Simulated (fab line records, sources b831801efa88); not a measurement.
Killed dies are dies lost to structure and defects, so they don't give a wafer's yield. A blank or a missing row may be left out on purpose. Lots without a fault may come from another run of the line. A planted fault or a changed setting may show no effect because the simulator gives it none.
Which tool did it? | flow gf180mcu | 24 lots, 72 wafers sampled, at 3 steps of a route of 602

WHAT THE GAUGES READ, wafer by wafer
GF_V1_RS_MEAS_24: measures by four-point-probe.
lot  | measured     | on            | V1_W_RS (ohm/sq)
L074 | day 17 21:15 | film_metro-04 | 0.323 0.330 0.325
L075 | day 18 11:58 | film_metro-04 | 0.323 0.327 0.320
L076 | day 18 22:44 | film_metro-04 | 0.331 0.331 0.328
L077 | day 19 01:58 | film_metro-04 | 0.335 0.333 0.331
L078 | day 19 18:37 | film_metro-04 | 0.332 0.328 0.330
L079 | day 20 00:59 | film_metro-04 | 0.333 0.332 0.328
L080 | day 20 04:43 | film_metro-02 | 0.329 0.324 0.332
L081 | day 21 02:47 | film_metro-02 | 0.333 0.329 0.325
L082 | day 21 04:19 | film_metro-01 | 0.331 0.334 0.327
L083 | day 21 11:01 | film_metro-04 | 0.330 0.332 0.334
L084 | day 22 00:37 | film_metro-04 | 0.328 0.332 0.333
L085 | day 22 09:50 | film_metro-01 | 0.325 0.325 0.330
L086 | day 22 18:15 | film_metro-04 | 0.332 0.337 0.330
L087 | day 23 02:11 | film_metro-04 | 0.321 0.330 0.333
L088 | day 23 13:29 | film_metro-01 | 0.334 0.324 0.324
L089 | day 23 21:14 | film_metro-02 | 0.330 0.331 0.337
L090 | day 24 01:10 | film_metro-04 | 0.320 0.325 0.320
L091 | day 24 10:35 | film_metro-02 | 0.333 0.329 0.328
L092 | day 24 17:52 | film_metro-01 | 0.323 0.327 0.325
L093 | day 24 23:39 | film_metro-04 | 0.326 0.328 0.337
L094 | day 25 05:16 | film_metro-04 | 0.326 0.332 0.332
L095 | day 25 15:19 | film_metro-02 | 0.323 0.327 0.325
L096 | day 26 00:29 | film_metro-02 | 0.331 0.331 0.326
L097 | day 26 06:55 | film_metro-04 | 0.329 0.331 0.335

GF_V3_BOW_MEAS_05.
lot  | measured     | on            | V3_BOW (um)
L074 | day 21 01:50 | film_metro-02 | 113 119 126
L075 | day 21 17:37 | film_metro-01 | 112 115 121
L076 | day 22 02:56 | film_metro-04 | 114 128 123
L077 | day 22 07:21 | film_metro-02 | 123 126 130
L078 | day 22 23:21 | film_metro-04 | 107 97 104
L079 | day 23 06:23 | film_metro-02 | 112 98 97
L080 | day 23 10:28 | film_metro-01 | 117 124 122
L081 | day 24 07:34 | film_metro-01 | 112 104 127
L082 | day 24 07:40 | film_metro-04 | 112 123 105
L083 | day 24 12:29 | film_metro-01 | 117 128 121
L084 | day 25 04:27 | film_metro-04 | 109 106 103
L085 | day 25 10:50 | film_metro-04 | 107 111 117
L086 | day 25 18:18 | film_metro-02 | 116 106 115
L087 | day 26 01:25 | film_metro-02 | 106 112 105
L088 | day 26 11:28 | film_metro-02 | 110 110 105
L089 | day 26 18:48 | film_metro-04 | 130 120 109
L090 | day 26 22:17 | film_metro-02 | 124 131 116
L091 | day 27 07:05 | film_metro-04 | 125 110 129
L092 | day 27 12:37 | film_metro-02 | 112 119 118
L093 | day 27 18:14 | film_metro-02 | 131 132 127
L094 | day 27 23:43 | film_metro-04 | 122 130 129
L095 | day 28 09:07 | film_metro-02 | 111 109 116
L096 | day 28 17:34 | film_metro-04 | 101 100 114
L097 | day 28 23:23 | film_metro-01 | 111 120 104

GF_V3_RS_MEAS_24: measures by four-point-probe.
lot  | measured     | on            | V3_W_RS (ohm/sq)
L074 | day 22 02:52 | film_metro-02 | 0.328 0.322 0.329
L075 | day 22 18:31 | film_metro-02 | 0.326 0.327 0.329
L076 | day 23 03:59 | film_metro-01 | 0.332 0.333 0.331
L077 | day 23 08:25 | film_metro-04 | 0.327 0.330 0.327
L078 | day 24 00:11 | film_metro-01 | 0.319 0.325 0.324
L079 | day 24 06:24 | film_metro-01 | 0.321 0.331 0.329
L080 | day 24 10:46 | film_metro-02 | 0.325 0.325 0.324
L081 | day 25 06:38 | film_metro-01 | 0.318 0.329 0.318
L082 | day 25 07:19 | film_metro-04 | 0.323 0.323 0.323
L083 | day 25 11:34 | film_metro-02 | 0.323 0.324 0.330
L084 | day 26 02:16 | film_metro-04 | 0.330 0.326 0.328
L085 | day 26 09:07 | film_metro-02 | 0.319 0.320 0.320
L086 | day 26 16:13 | film_metro-04 | 0.323 0.323 0.326
L087 | day 26 22:46 | film_metro-01 | 0.328 0.322 0.324
L088 | day 27 08:31 | film_metro-04 | 0.324 0.327 0.327
L089 | day 27 15:31 | film_metro-04 | 0.322 0.330 0.326
L090 | day 27 19:23 | film_metro-04 | 0.328 0.328 0.326
L091 | day 28 04:14 | film_metro-04 | 0.330 0.319 0.326
L092 | day 28 09:11 | film_metro-01 | 0.326 0.327 0.321
L093 | day 28 15:31 | film_metro-01 | 0.339 0.328 0.332
L094 | day 28 20:49 | film_metro-04 | 0.323 0.327 0.326
L095 | day 29 05:25 | film_metro-01 | 0.327 0.328 0.330
L096 | day 29 13:55 | film_metro-04 | 0.328 0.323 0.331
L097 | day 29 19:20 | film_metro-01 | 0.334 0.329 0.330

WHICH TOOL RAN EACH LOT (tool, then ch and the chambers of the sampled wafers, then the start)
The record holds no process step before these readings.

WHAT THE TOOLS THEMSELVES READ (means of the sampled wafers that have a number; where no wafer has one, the mark that the record gives instead)
The record holds no such reading with a usual standard deviation.

THE ANSWER, worked out from the rows above alone
Rule: what is usual is taken from the lots themselves. Put in order of their means at a reading, lots are off if they are a third of the lots or fewer, leave a main group of 4 or more, and stand apart from it by a gap of 3 or more times the standard deviation of the main group's means; of several such gaps the widest counts. A main group whose means are all the same, to the digits that the tables above print for the reading, isn't used. A lot without any number at a reading at which 4 lots or more have one is off too. The other lots that the step has rows for count as sound. The gauges are gone through in route order, then the tools' own readings, and for those a lot's mean is taken as printed above. The first step at which some lot is off is used, and at that step the reading that is off furthest; a lot without a number counts as furthest.
No lot is off at any reading shown: from this, nothing can be told.

WHAT THE SIMULATOR HAD PUT IN
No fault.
